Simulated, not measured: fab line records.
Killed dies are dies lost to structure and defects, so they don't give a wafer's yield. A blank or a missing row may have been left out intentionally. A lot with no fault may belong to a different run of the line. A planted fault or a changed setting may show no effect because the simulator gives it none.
Chamber matching || flow sfq-line || SFQ_TRILAYER_I2_CMP_CMP_064 on cmp-02 has 4 sister chambers
The step polishes SiO2. 8 wafers are shown with their chamber, then 8 later ones without.

WAFERS WITH THEIR CHAMBER
{"wafer": "L367.3", "chamber": 2, "motor-current-A (A)": 9.8, "time-to-endpoint-s (s)": 218}
{"wafer": "L368.4", "chamber": 1, "motor-current-A (A)": 10.0, "time-to-endpoint-s (s)": 218}
{"wafer": "L370.2", "chamber": 3, "motor-current-A (A)": 9.8, "time-to-endpoint-s (s)": 232}
{"wafer": "L370.3", "chamber": 2, "motor-current-A (A)": 9.6, "time-to-endpoint-s (s)": 242}
{"wafer": "L371.4", "chamber": 1, "motor-current-A (A)": 10.0, "time-to-endpoint-s (s)": 208}
{"wafer": "L371.5", "chamber": 3, "motor-current-A (A)": 10.1, "time-to-endpoint-s (s)": 219}
{"wafer": "L371.6", "chamber": 0, "motor-current-A (A)": 10.5, "time-to-endpoint-s (s)": 223}
{"wafer": "L375.4", "chamber": 0, "motor-current-A (A)": 10.5, "time-to-endpoint-s (s)": 227}

WAFERS WITH NO CHAMBER GIVEN
{"wafer": "L375.3", "motor-current-A (A)": 9.7, "time-to-endpoint-s (s)": 217}
{"wafer": "L375.5", "motor-current-A (A)": 10.1, "time-to-endpoint-s (s)": 216}
{"wafer": "L380.2", "motor-current-A (A)": 9.3, "time-to-endpoint-s (s)": 220}
{"wafer": "L380.3", "motor-current-A (A)": 9.5, "time-to-endpoint-s (s)": 207}
{"wafer": "L380.4", "motor-current-A (A)": 10.2, "time-to-endpoint-s (s)": 229}
{"wafer": "L388.1", "motor-current-A (A)": 9.7, "time-to-endpoint-s (s)": 211}
{"wafer": "L388.2", "motor-current-A (A)": 9.9, "time-to-endpoint-s (s)": 227}
{"wafer": "L388.6", "motor-current-A (A)": 10.3, "time-to-endpoint-s (s)": 227}

THE CHAMBER EACH PASSED THROUGH
{"wafer": "L375.3", "from the rows above": "can't be placed: 2 or 3 or 1", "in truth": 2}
{"wafer": "L375.5", "from the rows above": "can't be placed: 1 or 3", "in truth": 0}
{"wafer": "L380.2", "from the rows above": "can't be placed: 2 or 3", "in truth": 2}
{"wafer": "L380.3", "from the rows above": "can't be placed: 2 or 3 or 1", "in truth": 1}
{"wafer": "L380.4", "from the rows above": "can't be placed: 3 or 1 or 0 or 2", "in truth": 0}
{"wafer": "L388.1", "from the rows above": "can't be placed: 2 or 1 or 3", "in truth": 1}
{"wafer": "L388.2", "from the rows above": "can't be placed: 3 or 1 or 2", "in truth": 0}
{"wafer": "L388.6", "from the rows above": "can't be placed: 0 or 1 or 3", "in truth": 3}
Placed correctly: 0 of 8. From these rows, 8 cannot be placed; in 6 the true chamber is one of the candidates. Number placed wrongly: 0.
How it was worked out, from the rows above alone: a wafer's distance from a chamber is the root of the sum, over the readings, of the square of ((its reading less the chamber's mean) divided by the reading's scatter). If the next closest chamber is less than 2 further off than the closest, the wafer can't be placed; otherwise it belongs to the closest. The mean given for a chamber averages the wafers shown for that chamber. How the scatter is found: for the shown wafers, subtract from each reading the mean of its chamber, square and add these, divide the total by (wafers less chambers), then take the root.
